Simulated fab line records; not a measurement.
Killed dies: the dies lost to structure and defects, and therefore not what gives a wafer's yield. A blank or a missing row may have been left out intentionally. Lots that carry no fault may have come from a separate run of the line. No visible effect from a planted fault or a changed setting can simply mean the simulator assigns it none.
Which of the tools did it?	flow sky130	15 lots with 45 wafers sampled at 4 steps, on a route of 708 steps

== WHAT EACH GAUGE READ, for each wafer ==
SKY_NWELL_TW_MEAS_26.
lot	measured	on	NWELL_2_TW
L304	day 5 22:19	filmMetro-04	491 495 495
L306	day 6 10:29	filmMetro-02	492 492 492
L307	day 6 17:26	filmMetro-02	491 489 494
L308	day 7 01:27	filmMetro-01	493 493 494
L309	day 7 10:07	filmMetro-04	497 494 491
L310	day 7 10:32	filmMetro-02	492 493 491
L313	day 8 02:37	filmMetro-04	495 496 494
L316	day 9 14:43	filmMetro-01	494 495 495
L315	day 9 15:05	filmMetro-02	495 493 495
L317	day 10 04:59	filmMetro-02	489 492 492
L318	day 10 05:38	filmMetro-04	493 487 494
L320	day 10 15:52	filmMetro-04	489 490 488
L322	day 11 02:22	filmMetro-01	499 498 499
L324	day 11 19:17	filmMetro-02	493 492 491
L323	day 11 19:59	filmMetro-04	491 494 492

SKY_VT_ADJUST_HVTP_TW_MEAS_11.
lot	measured	on	VT_ADJUST_HVTP_TW
L304	day 6 16:15	filmMetro-03	1349 1341 1348
L306	day 7 04:36	filmMetro-02	1341 1336 1346
L307	day 7 12:26	filmMetro-02	1333 1337 1332
L308	day 7 20:46	filmMetro-01	1354 1343 1353
L309	day 8 05:23	filmMetro-03	1356 1343 1339
L310	day 8 05:41	filmMetro-02	1339 1339 1340
L313	day 8 23:49	filmMetro-02	1338 1339 1340
L316	day 10 12:50	filmMetro-03	1356 1344 1346
L315	day 10 14:16	filmMetro-03	1354 1354 1339
L317	day 11 05:12	filmMetro-03	1341 1355 1345
L318	day 11 05:59	filmMetro-01	1360 1365 1372
L320	day 11 16:02	filmMetro-02	1339 1336 1341
L322	day 12 02:29	filmMetro-01	1362 1357 1372
L324	day 12 21:13	filmMetro-01	1369 1364 1357
L323	day 12 21:38	filmMetro-01	1365 1359 1358

SKY_LDD_P_CD_MEAS_07 targets a cd of 380 nm.
lot	measured	on	cdNm (nm)
L304	day 19 09:13	cdSem-01	378.1 376.3 378.2
L306	day 20 08:55	cdSem-02	379.9 377.2 379.6
L307	day 20 20:41	cdSem-01	380.7 382.7 382.6
L308	day 21 13:31	cdSem-02	382.8 382.1 384.2
L309	day 21 23:59	cdSem-02	379.3 379.8 382.9
L310	day 22 05:14	cdSem-01	376.6 378.5 375.1
L313	day 23 05:23	cdSem-01	380.9 382.0 380.2
L316	day 25 14:02	cdSem-02	381.4 382.9 383.9
L315	day 25 14:22	cdSem-02	380.1 382.0 379.1
L317	day 26 06:47	cdSem-02	382.2 382.6 382.7
L318	day 26 08:02	cdSem-02	383.5 382.8 383.6
L320	day 26 21:47	cdSem-02	376.8 376.8 376.0
L322	day 27 18:03	cdSem-01	380.6 378.2 380.7
L324	day 27 21:23	cdSem-01	385.6 384.6 384.1
L323	day 28 02:17	cdSem-01	381.8 380.5 380.5

== WHAT TOOL EACH LOT RAN ON (gives the tool, then ch and the chambers of the sampled wafers, and finally the start) ==
lot	SKY_VT_ADJUST_LVTN_DEVELOP_06
L304	lithoTrack-03 ch 0, day 7 10:00
L306	lithoTrack-03 ch 0, day 7 22:00
L307	lithoTrack-01 ch 0, day 8 06:00
L308	lithoTrack-04 ch 0, day 8 15:00
L309	lithoTrack-01 ch 0, day 9 01:00
L310	lithoTrack-03 ch 0, day 9 02:00
L313	lithoTrack-01 ch 0, day 9 19:00
L316	lithoTrack-04, day 11 11:00
L315	lithoTrack-01, day 11 12:00
L317	lithoTrack-03, day 12 04:00
L318	lithoTrack-01 ch 0, day 12 04:00
L320	lithoTrack-03 ch 0, day 12 16:00
L322	lithoTrack-01 ch 0, day 13 03:00
L324	lithoTrack-03 ch 0, day 13 22:00
L323	lithoTrack-03 ch 0, day 14 00:00
- SKY_VT_ADJUST_LVTN_DEVELOP_06: develop time 60 s.

== AS READ BY THE TOOLS THEMSELVES (means over the sampled wafers that have a number; for cases with no such wafer, the mark the record gives instead) ==
SKY_VT_ADJUST_LVTN_DEVELOP_06.
lot	tool	chillPlateTempC (C)
L304	lithoTrack-03	22.98
L306	lithoTrack-03	23.15
L307	lithoTrack-01	22.98
L308	lithoTrack-04	23.11
L309	lithoTrack-01	22.92
L310	lithoTrack-03	22.95
L313	lithoTrack-01	22.98
L316	lithoTrack-04	-
L315	lithoTrack-01	-
L317	lithoTrack-03	-
L318	lithoTrack-01	23.07
L320	lithoTrack-03	23.16
L322	lithoTrack-01	22.96
L324	lithoTrack-03	23.05
L323	lithoTrack-03	22.98

== THE ANSWER, worked out from the rows above alone ==
Rule: the usual values come from the lots themselves. Put in order of their means at a reading, lots are off if they are a third of the lots or fewer, leave a main group of 4 or more, and stand apart from it by a gap of 3 or more times the standard deviation of the main group's means; of several such gaps the widest counts. If all means in a main group match to the digits the tables above print for the reading, that group is not used. A lot without any number at a reading at which 4 lots or more have one is off too. All remaining lots with rows at the step are treated as sound. The gauges are gone through in route order, then the tools' own readings, and for those a lot's mean is taken as printed above. The first step at which some lot is off is used, and at that step the reading that is off furthest; a lot without a number counts as furthest.
Off at SKY_VT_ADJUST_LVTN_DEVELOP_06 (chillPlateTempC): L316, L315, L317. Without a number there: L316, L315, L317. Main group: mean 23.02 C, sd 0.078.
A tool fits if, at that step or a process step before it, it ran every lot that is off, and no sound lot after the first of them. None of those tried fits.

== WHAT THE SIMULATOR HAD PUT IN ==
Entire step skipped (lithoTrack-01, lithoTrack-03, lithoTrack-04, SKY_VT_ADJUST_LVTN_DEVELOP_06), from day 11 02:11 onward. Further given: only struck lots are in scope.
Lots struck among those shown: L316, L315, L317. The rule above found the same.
